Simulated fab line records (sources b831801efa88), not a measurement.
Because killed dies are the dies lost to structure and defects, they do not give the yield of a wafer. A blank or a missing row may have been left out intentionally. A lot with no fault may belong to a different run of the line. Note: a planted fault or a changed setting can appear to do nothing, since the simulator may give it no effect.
Chamber matching :: flow sky130 :: 3 sister chambers for SKY_LI_CONTACT_HDPCVD_00 on hdpcvd-02
The step deposits PSG, target thk 930 nm, time 155 s. 6 wafers are shown with their chamber, then 7 later ones without.

== WAFERS, EACH WITH ITS CHAMBER ==
wafer: L722.2
chamber: 0
runLengthS (s): 182.3

wafer: L731.2
chamber: 2
runLengthS (s): 181.9

wafer: L731.3
chamber: 0
runLengthS (s): 182.6

wafer: L731.4
chamber: 1
runLengthS (s): 184.8

wafer: L732.1
chamber: 1
runLengthS (s): 184.2

wafer: L732.2
chamber: 2
runLengthS (s): 182.6

== WAFERS WHOSE CHAMBER IS MISSING ==
wafer: L732.5
runLengthS (s): 182.2

wafer: L733.1
runLengthS (s): 181.8

wafer: L733.3
runLengthS (s): 184.2

wafer: L733.5
runLengthS (s): 182.8

wafer: L735.2
runLengthS (s): 182.0

wafer: L735.3
runLengthS (s): 182.9

wafer: L735.5
runLengthS (s): 182.8

== WHICH CHAMBER EACH ONE RAN IN ==
wafer: L732.5
from the rows above: can't be placed: 2 or 0
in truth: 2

wafer: L733.1
from the rows above: can't be placed: 2 or 0
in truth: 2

wafer: L733.3
from the rows above: 1
in truth: 1

wafer: L733.5
from the rows above: can't be placed: 0 or 2
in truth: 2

wafer: L735.2
from the rows above: can't be placed: 2 or 0
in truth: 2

wafer: L735.3
from the rows above: can't be placed: 0 or 2
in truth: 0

wafer: L735.5
from the rows above: can't be placed: 0 or 2
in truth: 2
Correct placement for 1 of the 7. From these rows, 6 cannot be placed; in 6 the true chamber is one of the candidates. Placed wrongly: 0.
How it was worked out, from the rows above alone: a wafer's distance from a chamber is the root of the sum, over the readings, of the square of ((its reading less the chamber's mean) divided by the reading's scatter). If the next closest chamber is less than 2 further off than the closest, the wafer can't be placed; otherwise it belongs to the closest. A chamber's mean is the mean of its shown wafers. The scatter is the square root of a quotient: the sum, over the shown wafers, of each reading's squared deviation from its chamber's mean, divided by wafers minus chambers.
